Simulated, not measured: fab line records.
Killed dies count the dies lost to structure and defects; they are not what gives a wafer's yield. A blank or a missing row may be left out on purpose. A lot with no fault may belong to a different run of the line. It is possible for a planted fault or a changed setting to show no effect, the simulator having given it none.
Struck lot and sound lot, side by side | flow sky130 | 34 steps out of a route of 708
Sound: wafers L337.1, L337.5, L337.6. Wafers L346.3, L346.5, L346.6 were the ones struck. The cause is named last.
Per side, at each step with rows, come the tool, then ch with its chambers, and then its first start. Under that, the readings that differ: sound wafers | struck wafers | difference of the means | sigmas: that difference in standard deviations of wafers without a fault.
alike: same words and numbers on both sides, and readings whose means sit less than 2 such deviations apart. not compared: any withheld reading, any reading some wafer has no value for, any bound like >300 that may hide the same value, and any number with overlapping values for which the record gives no deviation.
The two part at a step that has a row with sigmas, a row that says differs or no value, or rows on one side only. Numbers that don't overlap but have no deviation are shown without sigmas and don't part them. Lack of a reading on every wafer of one side parts them only where that side has two or more wafers.

first, 9 steps without rows for these wafers: SKY_VIA3_DEHYDRATE_04 (time 60 s); SKY_VIA3_HMDS_05 (prime time 60 s); SKY_VIA3_COAT_06 (resist thk 60 nm); SKY_VIA3_COAT_07 (resist thk 450 nm); SKY_VIA3_SOFTBAKE_08 (time 90 s); SKY_VIA3_EXPOSE_09 (exposes mask VIM3, target cd 200 nm); SKY_VIA3_PEB_10; SKY_VIA3_DEVELOP_11 (develop time 60 s); SKY_VIA3_ETCH_14 (etches BARC in N2/H2, stops on SiO2, time 45.9 s, target depth 60 nm).
SKY_VIA3_ETCH_15: etches SiO2 in C4F8/O2/Ar, stops on TiN, target depth 507 nm, time 78 s.
  sound on rie-diel-02 ch 1,2,3, day 41 11:16; struck on rie-diel-02 ch 0,1,2, day 43 06:26
  alike: oes-product-au
  not compared: rf-hours-counter-h
then, 23 steps without rows for these wafers: SKY_VIA3_STRIP_16 (strips in O2/N2); SKY_VIA3_STRIP_17 (strips in post etch residue remover, time 1200 s); SKY_VIA3_CLEAN_18 (cleans in IPA, time 180 s); SKY_VIA3_CLEAN_19 (cleans in O3/DIW); SKY_VIA3_SPUTTER_20 (material TiN, target thk 20 nm, time 80 s); SKY_VIA3_CVD_21 (deposits W, target thk 390 nm, time 117.31 s); SKY_VIA3_CMP_24 (polishes, stops on SiO2, t overpolish 20 s, target thk 0 nm); SKY_METAL4_SPUTTER_00 (material Ti, target thk 15 nm, time 10 s); SKY_METAL4_SPUTTER_01 (material TiN, target thk 20 nm, time 16.7 s); SKY_METAL4_SPUTTER_02 (material AlCu, target thk 735 nm, time 39.1 s); SKY_METAL4_SPUTTER_03 (material Ti, target thk 5 nm, time 3.3 s); SKY_METAL4_SPUTTER_04 (material TiN, target thk 70 nm, time 58.3 s); SKY_CAP2M_CVD_00 (deposits SiO2, target thk 15.5 nm); SKY_CAP2M_SPUTTER_02 (material TiN, target thk 200 nm, time 166.7 s); SKY_CAP2M_DEHYDRATE_05 (time 60 s); SKY_CAP2M_HMDS_06 (prime time 60 s); SKY_CAP2M_COAT_07 (resist thk 1140 nm); SKY_CAP2M_SOFTBAKE_08 (time 60 s); SKY_CAP2M_EXPOSE_09 (exposes mask CAP2M, target cd 1000 nm); SKY_CAP2M_PEB_10; SKY_CAP2M_DEVELOP_11 (develop time 60.77 s); SKY_CAP2M_METAL_ETCH_13 (etches TiN in Cl2/BCl3, stops on SiO2, target depth 220 nm, time 62.9 s); SKY_CAP2M_STRIP_14 (strips in O2/N2).
-- the record jumps here: 6 days lie between the struck wafers' starts before and after (it left off in module CAP2M and takes up again in module PAD_OPEN, whose first step shown is number 708 of the route) --
SKY_PAD_OPEN_PROBE_99:
  record: rows for the struck wafers here (prober-01, day 48 19:41), none for the sound ones

== WHERE THEY PART ==
At SKY_PAD_OPEN_PROBE_99 and nowhere else, as far as this record goes.

WHY: what the simulator had put in
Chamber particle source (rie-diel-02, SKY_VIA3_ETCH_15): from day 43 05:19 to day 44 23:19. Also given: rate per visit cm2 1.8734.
